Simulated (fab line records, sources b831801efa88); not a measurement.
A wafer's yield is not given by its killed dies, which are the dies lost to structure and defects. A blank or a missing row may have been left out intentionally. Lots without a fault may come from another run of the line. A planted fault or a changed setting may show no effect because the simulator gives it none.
Comparing a struck lot with a sound one	flow sky130	16 out of 708 route steps
Sound: wafers L185.1, L185.3, L185.6. Struck: wafers L176.2, L176.4, L176.6. The cause is given at the end.
Per side, at each step with rows, come the tool, then ch with its chambers, and then its first start. Under that, the readings that differ: sound wafers	struck wafers	difference of the means	sigmas: that difference in standard deviations of wafers without a fault.
alike: readings whose means differ by less than 2 such deviations, and words and numbers that are the same on both sides. not compared: withheld readings, readings that some wafer has no value for, bounds like >300 that may hide the same value, and numbers for which the record gives no deviation and whose values overlap.
A row with sigmas, a row that says differs or no value, or rows on one side alone: a step with any of these is where the two part. When numbers do not overlap yet have no deviation, they are printed without sigmas and do not part them. A reading missing from all wafers of one side parts the sides only when that side holds two or more wafers.

first, 8 steps without rows for these wafers: SKY_METAL1_DEHYDRATE_07 (time 60 s); SKY_METAL1_HMDS_08 (prime time 60 s); SKY_METAL1_COAT_09 (resist thk 60 nm); SKY_METAL1_COAT_10 (resist thk 450 nm); SKY_METAL1_SOFTBAKE_11 (time 90 s); SKY_METAL1_EXPOSE_12 (exposes mask MM1, target cd 140 nm); SKY_METAL1_PEB_13; SKY_METAL1_DEVELOP_14 (develop time 60 s).
SKY_METAL1_CD_MEAS_15: the cd target is 140 nm.
  sound on cd-sem-01, day 37 19:29; struck on cd-sem-01, day 35 06:38
  alike: cd-nm
SKY_METAL1_OVL_MEAS_16:
  sound on overlay-02, day 37 19:37; struck on overlay-02, day 35 06:44
reading	sound	struck	difference	sigmas
METAL1_OVL (nm)	-5 -7 0	8 11 10	+14	+2
SKY_METAL1_DESCUM_17: chemistry O2, time 8 s.
  sound on rie-metal-04 ch 0, day 37 19:39; struck on rie-metal-02 ch 1, day 35 06:47
reading	sound	struck	difference	sigmas
temp-c (C)	39.83 39.78 39.86	40.15 40.05 40.08	+0.27	+2
  alike: drypump-motor-current-A, oes-product-au
  not compared: rf-hours-counter-h
SKY_METAL1_ETCH_18: etches BARC in N2/H2, stops on SiO2, time 45.9 s, target depth 60 nm.
  sound on rie-metal-04 ch 0, day 37 19:41; struck on rie-metal-02 ch 1, day 35 06:51
  alike: drypump-motor-current-A, oes-product-au, throttle-valve-pct
  not compared: rf-hours-counter-h
SKY_METAL1_METAL_ETCH_19: etches the open film in Cl2/BCl3, stops on SiO2, target depth 360 nm, time 78 s.
  sound on rie-metal-04 ch 0, day 37 19:44; struck on rie-metal-02 ch 1, day 35 06:59
reading	sound	struck	difference	sigmas
oes-product-au (a.u.)	0.851 0.859 0.865	0.686 0.680 0.693	-0.172	-30
model.METAL1.feature-depth-nm (nm)	360.6 364.1 363.3	235.4 235.5 233.8	-127.8	
model.etch.depth-nm (nm)	360.6 364.1 363.3	235.4 235.5 233.8	-127.8	
model.KrF-thick_of_METAL1_COAT_10.thk-nm (nm)	160.5 158.1 163	275.7 276.3 276.2	+115.5	
  alike: drypump-motor-current-A, throttle-valve-pct
  not compared: rf-hours-counter-h
SKY_METAL1_STRIP_20: strips in O2/N2.
  sound on plasma-asher-03 ch 0,1, day 37 19:50; struck on plasma-asher-03 ch 1, day 35 07:08
reading	sound	struck	difference	sigmas
oes-product-au (a.u.)	0.339 0.350 0.344	0.395 0.392 0.394	+0.049	+12
strip-time-to-endpoint-s (s)	2.72 2.68 2.74	3.96 3.97 3.98	+1.26	+36
  alike: drypump-motor-current-A
  not compared: rf-hours-counter-h
then, 1 step without rows for these wafers: SKY_METAL1_STRIP_21 (strips in post etch residue remover, time 1200 s).
-- the record jumps here: 12 days lie between the struck wafers' starts before and after (it left off in module METAL1 and takes up again in module PAD_OPEN, whose first step shown is number 708 of the route) --
SKY_PAD_OPEN_PROBE_99:
  sound on prober-02, day 49 11:42; struck on prober-02, day 47 17:32
reading	sound	struck	difference	sigmas
hold	- - -	await-dispo/4.8h/scrap await-dispo/4.8h/scrap await-dispo/4.8h/scrap	no value on the sound wafers	
defect-limited-yield (%)	83.7 85.6 83.9	0 0 0	-84	-44
killed_at_M0_to_M3	42 36 42	453 439 452	+408	+64
killed-dies	80 71 79	492 492 492	+415	+44
killed-on-rim	11 14 16	96 96 96	+82	+21
killed-open	36 40 43	52 55 57	+15	+2
sort_bin_5_function (%)	12.0 7.1 10.2	92.5 92.1 90.2	+81.8	+51
sort-n-pass	412 421 413	0 0 0	-415	-44
sort-yield-pct (%)	83.7 85.6 83.9	0 0 0	-84	-44
  alike: killed_at_M4_up, killed-at-contacts, killed-at-front-end, killed-at-other, killed-short, sort_bin_3_pad_short, sort_bin_6_memory

WHERE THEY PART
Earliest at SKY_METAL1_OVL_MEAS_16; latest, in this record, at SKY_PAD_OPEN_PROBE_99.

WHY: whatever the simulator had introduced
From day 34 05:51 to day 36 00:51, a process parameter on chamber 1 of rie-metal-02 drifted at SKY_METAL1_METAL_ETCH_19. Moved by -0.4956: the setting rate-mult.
